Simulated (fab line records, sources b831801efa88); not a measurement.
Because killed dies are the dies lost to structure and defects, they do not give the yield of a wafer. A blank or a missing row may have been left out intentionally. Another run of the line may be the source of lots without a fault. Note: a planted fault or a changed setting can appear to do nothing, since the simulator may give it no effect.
A lot that was struck, set against a sound lot :: flow sky130 :: 23 out of 708 route steps
Sound: wafers L465.1, L465.2, L465.4. Struck: wafers L472.1, L472.2, L472.5. The cause is named last.
Each step with rows lists, per side, the tool, then ch with its chambers, then its first start. Under that, the readings that differ: sound wafers :: struck wafers :: difference of the means :: sigmas: that difference in standard deviations of wafers without a fault.
alike: same words and numbers on both sides, and readings whose means sit less than 2 such deviations apart. not compared: any withheld reading, any reading some wafer has no value for, any bound like >300 that may hide the same value, and any number with overlapping values for which the record gives no deviation.
Wherever a step has rows on one side only, a row that says differs or no value, or a row with sigmas, the two part there. Numbers that have no deviation but don't overlap get no sigmas and don't part them. A reading missing from all wafers of one side parts the sides only when that side holds two or more wafers.

first, 2 steps without rows for these wafers: SKY_POLY_GATE_CLEAN_19 (cleans in SC1/SC2, time 150 s); SKY_POLY_GATE_OXIDATION_20 (stabilise 600 s, purge 300 s, target thk 4 nm).
SKY_POLY_GATE_THK_MEAS_21:
  sound on filmMetro-04, day 16 19:38; struck on filmMetro-01, day 19 05:51
  alike: POLY_GATE_OXIDATION_THK
SKY_POLY_GATE_CD_MEAS_22:
  sound on cdSem-02, day 16 19:42; struck on cdSem-01, day 19 05:55
  alike: cdNm
then, 7 steps without rows for these wafers: SKY_LDD_N_DEHYDRATE_00 (time 60 s); SKY_LDD_N_HMDS_01 (prime time 60 s); SKY_LDD_N_COAT_02 (resist thk 300 nm); SKY_LDD_N_SOFTBAKE_03 (time 60 s); SKY_LDD_N_EXPOSE_04 (exposes mask NTM, target cd 840 nm); SKY_LDD_N_PEB_05; SKY_LDD_N_DEVELOP_06 (develop time 60 s).
SKY_LDD_N_OVL_MEAS_07:
  sound on overlay-02, day 17 23:57; struck on overlay-01, day 20 11:45
  alike: LDD_N_OVL
SKY_LDD_N_IMPLANT_08:
  sound on implanter-04 ch 0, day 17 23:59; struck on implanter-04 ch 0, day 20 11:47
reading: doseIonsCm2
sound: 7.496e+13 7.494e+13 7.509e+13
struck: 5.998e+13 6.008e+13 6e+13
difference: -1.498e+13
sigmas: -99 or more

reading: faradayCurrentUA
sound: 422 443 422
struck: 329 328 335
difference: -98
sigmas: -12
  alike: beamOnS
then, 7 steps without rows for these wafers: SKY_LDD_N_IMPLANT_09; SKY_LDD_N_IMPLANT_10; SKY_LDD_N_IMPLANT_11; SKY_LDD_N_IMPLANT_12; SKY_LDD_N_IMPLANT_13; SKY_LDD_N_IMPLANT_14; SKY_LDD_N_IMPLANT_15.
SKY_LDD_N_STRIP_16: strips in O2/N2.
  sound on plasmaAsher-03 ch 0,1, day 18 01:11; struck on plasmaAsher-03 ch 0,1, day 20 12:59
reading: stripTimeToEndpointS (s)
sound: 4.323 4.319 4.305
struck: 4.278 4.287 4.271
difference: -0.037
sigmas: -3
  alike: drypumpMotorCurrentA, oesProductAu
  not compared: rfHoursCounterH
SKY_LDD_N_TW_MEAS_17:
  sound on filmMetro-01, day 18 01:17; struck on filmMetro-01, day 20 13:05
reading: LDD_N_TW
sound: 2556 2539 2557
struck: 2495 2522 2507
difference: -43
sigmas: -3
-- here the record skips 27 days between the struck wafers' starts before and after, leaving off in module LDD_N and picking up in module PAD_OPEN (first step shown: number 708 of the route) --
SKY_PAD_OPEN_PROBE_99:
  sound on prober-01, day 45 20:10; struck on prober-01, day 47 12:40
reading: model.etest.tipN.rsOhmSq
sound: 439.6 439.7 440.5
struck: 454.4 455.8 451
difference: +13.8
sigmas: 
  alike: killed_at_M0_to_M3, killed_at_M4_up, killedAtContacts, killedAtFrontEnd, killedAtOther, killedDies, killedOpen, killedShort

== WHERE THEY PART ==
Last at SKY_LDD_N_TW_MEAS_17 as far as this record goes, first at SKY_LDD_N_IMPLANT_08. Later steps at which nothing parts them and some readings are alike: SKY_PAD_OPEN_PROBE_99.

WHY: what had been put in by the simulator
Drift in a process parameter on implanter-04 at SKY_LDD_N_IMPLANT_08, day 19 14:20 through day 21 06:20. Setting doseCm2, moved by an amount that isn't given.
